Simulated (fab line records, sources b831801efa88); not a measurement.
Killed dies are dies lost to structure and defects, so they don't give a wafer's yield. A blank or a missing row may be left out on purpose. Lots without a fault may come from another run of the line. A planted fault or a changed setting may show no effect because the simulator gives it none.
A struck lot beside a sound one | flow sky130 | 32 steps out of a route of 708
Sound: wafers L357.1, L357.4, L357.6. Struck: wafers L371.3, L371.5, L371.6. The cause comes at the end.
At each step with rows: each side's tool, then ch and its chambers, then its first start. Under that, the readings that differ: sound wafers | struck wafers | difference of the means | sigmas: that difference in standard deviations of wafers without a fault.
alike: readings whose means differ by less than 2 such deviations, and words and numbers that are the same on both sides. not compared: withheld readings, readings that some wafer has no value for, bounds like >300 that may hide the same value, and numbers for which the record gives no deviation and whose values overlap.
The two part at a step that has a row with sigmas, a row that says differs or no value, or rows on one side only. Numbers that don't overlap but have no deviation are shown without sigmas and don't part them. A reading that every wafer of one side lacks parts them only if that side has two wafers or more.

SKY_PWDE_OVL_MEAS_07:
  sound on overlay-01, day 5 00:38; struck on overlay-01, day 8 02:59
  alike: PWDE_OVL
then, 1 step without rows for these wafers: SKY_PWDE_IMPLANT_08.
SKY_PWDE_STRIP_09: strips in O2/N2.
  sound on plasma_asher-04 ch 0,1, day 5 00:49; struck on plasma_asher-03 ch 0,1, day 8 03:12
  alike: drypump_motor_current_A, o2_flow_sccm, oes_product_au, strip_time_to_endpoint_s
  not compared: rf_hours_counter_h
SKY_PWDE_TW_MEAS_10:
  sound on film_metro-02, day 5 00:55; struck on film_metro-02, day 8 03:17
  alike: PWDE_TW
then, 7 steps without rows for these wafers: SKY_NWELL_DEHYDRATE_03 (time 60 s); SKY_NWELL_HMDS_04 (prime time 60 s); SKY_NWELL_COAT_05 (resist thk 3000 nm); SKY_NWELL_SOFTBAKE_06; SKY_NWELL_EXPOSE_07 (exposes mask NWM, target cd 840 nm); SKY_NWELL_PEB_08; SKY_NWELL_DEVELOP_09 (develop time 60 s).
SKY_NWELL_OVL_MEAS_10:
  sound on overlay-01, day 5 18:57; struck on overlay-02, day 9 00:05
  alike: NWELL_00_OVL
SKY_NWELL_IMPLANT_11:
  sound on implanter-04 ch 0, day 5 18:59; struck on implanter-02 ch 0, day 9 00:10
  reading                   | sound                | struck               | difference | sigmas
  beam_energy_keV           | 400.01 400.27 400.12 | 457.12 457.05 457.02 | +56.93     | +99 or more
  model.implant.rp_nm (nm)  | 509.1 509.1 509.1    | 567.7 567.7 567.7    | +58.6      |
  model.implant.drp_nm (nm) | 116.9 116.9 116.9    | 124.9 124.9 124.9    | +8.0       |
  alike: end_station_pressure_torr
then, 2 steps without rows for these wafers: SKY_NWELL_IMPLANT_12; SKY_NWELL_IMPLANT_13.
SKY_NWELL_STRIP_14: strips in O2/N2.
  sound on plasma_asher-01 ch 0,1, day 5 19:26; struck on plasma_asher-02 ch 0,1, day 9 00:36
  alike: drypump_motor_current_A, o2_flow_sccm, oes_product_au, strip_time_to_endpoint_s
  not compared: rf_hours_counter_h
SKY_NWELL_TW_MEAS_15:
  sound on film_metro-02, day 5 19:32; struck on film_metro-04, day 9 00:41
  reading  | sound          | struck         | difference | sigmas
  NWELL_TW | 1775 1779 1776 | 1875 1875 1867 | +96        | +3
then, 7 steps without rows for these wafers: SKY_NWELL_DEHYDRATE_16 (time 60 s); SKY_NWELL_HMDS_17 (prime time 60 s); SKY_NWELL_COAT_18 (resist thk 3000 nm); SKY_NWELL_SOFTBAKE_19; SKY_NWELL_EXPOSE_20 (exposes mask NWM COMPLEMENT, target cd 840 nm); SKY_NWELL_PEB_21; SKY_NWELL_DEVELOP_22 (develop time 60 s).
SKY_NWELL_OVL_MEAS_23:
  sound on overlay-01, day 6 14:38; struck on overlay-02, day 9 20:50
  alike: NWELL_01_OVL
then, 1 step without rows for these wafers: SKY_NWELL_IMPLANT_24.
SKY_NWELL_STRIP_25: strips in O2/N2.
  sound on plasma_asher-01 ch 0,1, day 6 14:49; struck on plasma_asher-01 ch 0,1, day 9 21:03
  alike: drypump_motor_current_A, o2_flow_sccm, oes_product_au, strip_time_to_endpoint_s
  not compared: rf_hours_counter_h
SKY_NWELL_TW_MEAS_26:
  sound on film_metro-04, day 6 14:55; struck on film_metro-01, day 9 21:08
  alike: NWELL_2_TW
then, 1 step without rows for these wafers: SKY_NWELL_CLEAN_27 (cleans in SC1/SC2, time 150 s).
SKY_NWELL_RTA_28: time 30 s.
  sound on rtp_anneal-02 ch 0, day 6 15:02; struck on rtp_anneal-01 ch 0, day 9 21:16
  alike: lamp_power_pct, wafer_temp_C_max
SKY_NWELL_RS_MEAS_29: measures by four-point-probe.
  sound on film_metro-04, day 6 15:08; struck on film_metro-04, day 9 21:44
  reading           | sound             | struck            | difference | sigmas
  NWELL_RS (ohm/sq) | 625.9 626.2 625.1 | 606.0 606.9 606.0 | -19.4      | -13
  not compared: hold
-- the record jumps here: 41 days lie between the struck wafers' starts before and after (it left off in module NWELL and takes up again in module PAD_OPEN, whose first step shown is number 708 of the route) --
SKY_PAD_OPEN_PROBE_99:
  sound on prober-01, day 47 15:15; struck on prober-02, day 50 12:25
  reading                                | sound                        | struck                        | difference | sigmas
  model.etest.nfet_16v.r_on_ohm_um       | 1.46e+04 1.462e+04 1.469e+04 | 1.637e+04 1.599e+04 1.612e+04 | +1.523e+03 |
  model.etest.res_nwell.line_ohm_um      | 1049 1104 1063               | 912.2 946 917.7               | -146.7     |
  model.etest.res_nwell.rs_ohm_sq        | 903.9 959.5 905.4            | 772.5 806.5 771.8             | -139.3     |
  model.etest.tip_p_5v.rs_ohm_sq         | 2782 2813 2831               | 2748 2754 2764                | -53        |
  model.etest.pfet_16v.drive_ua_um       | 243.9 210 242.7              | 259 244.1 259.9               | +22        |
  model.etest.pfet_g5v0d10v5.drive_ua_um | 346.1 345.1 341              | 354.8 354.8 348.2             | +8.5       |
  model.etest.nfet_16v.drive_ua_um       | 213.3 214.7 214.6            | 208.7 208.9 210.3             | -4.9       |
  alike: killed_at_M0_to_M3, killed_at_M4_up, killed_at_contacts, killed_at_front_end, killed_at_other, killed_dies, killed_open, killed_short
  not compared: model.etest.pfet_g5v0d10v5.r_on_ohm_um

WHERE THEY PART
First at SKY_NWELL_IMPLANT_11; last, within this record, at SKY_NWELL_RS_MEAS_29. Later steps at which nothing parts them and some readings are alike: SKY_PAD_OPEN_PROBE_99.

WHY: what the simulator had put in
Process parameter drift: implanter-02, from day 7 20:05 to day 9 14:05, at SKY_NWELL_IMPLANT_11. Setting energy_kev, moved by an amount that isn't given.
